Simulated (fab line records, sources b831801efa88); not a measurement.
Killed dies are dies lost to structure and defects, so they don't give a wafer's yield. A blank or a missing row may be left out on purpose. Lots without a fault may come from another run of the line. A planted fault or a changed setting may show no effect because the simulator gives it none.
Chamber matching | flow sky130 | SKY_VIA2_ETCH_14 on rie_diel-04: 4 sister chambers
The step etches BARC in N2/H2, stops on SiO2, time 45.9 s, target depth 60 nm. 8 wafers are shown with their chamber, then 7 later ones without.

WAFERS WITH THEIR CHAMBER
wafer  | chamber | drypump_motor_current_A (A) | oes_product_au (a.u.)
L081.3 | 2       | 5.1                         | 0.848
L083.1 | 2       | 5.2                         | 0.854
L086.4 | 1       | 4.9                         | 0.859
L091.1 | 3       | 5.3                         | 0.858
L091.4 | 1       | 4.9                         | 0.855
L091.5 | 0       | 6.0                         | 0.854
L093.2 | 3       | 5.3                         | 0.853
L093.3 | 0       | 6.0                         | 0.853

WAFERS WITHOUT THEIR CHAMBER
wafer  | drypump_motor_current_A (A) | oes_product_au (a.u.)
L093.5 | 5.3                         | 0.850
L094.3 | 5.2                         | 0.852
L094.5 | 5.2                         | 0.860
L094.6 | 4.9                         | 0.849
L095.1 | 5.2                         | 0.849
L095.2 | 5.3                         | 0.853
L095.6 | 4.9                         | 0.854

WHICH CHAMBER EACH WENT THROUGH
wafer  | from the rows above     | in truth
L093.5 | 3                       | 3
L094.3 | can't be placed: 2 or 3 | 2
L094.5 | can't be placed: 3 or 2 | 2
L094.6 | 1                       | 1
L095.1 | can't be placed: 2 or 3 | 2
L095.2 | 3                       | 3
L095.6 | 1                       | 1
Placed correctly: 4 of 7. Can't be placed from these rows: 3 (the true chamber is among the candidates in 3). Placed wrongly: 0.
How it was worked out, from the rows above alone: a wafer's distance from a chamber is the root of the sum, over the readings, of the square of ((its reading less the chamber's mean) divided by the reading's scatter). The wafer belongs to the nearest chamber; if the next one is less than 2 further off, it can't be placed. A chamber's mean is the mean of its shown wafers. The scatter: the root of (the sum of the squares of (reading less its chamber's mean) over the shown wafers, divided by (wafers less chambers)).
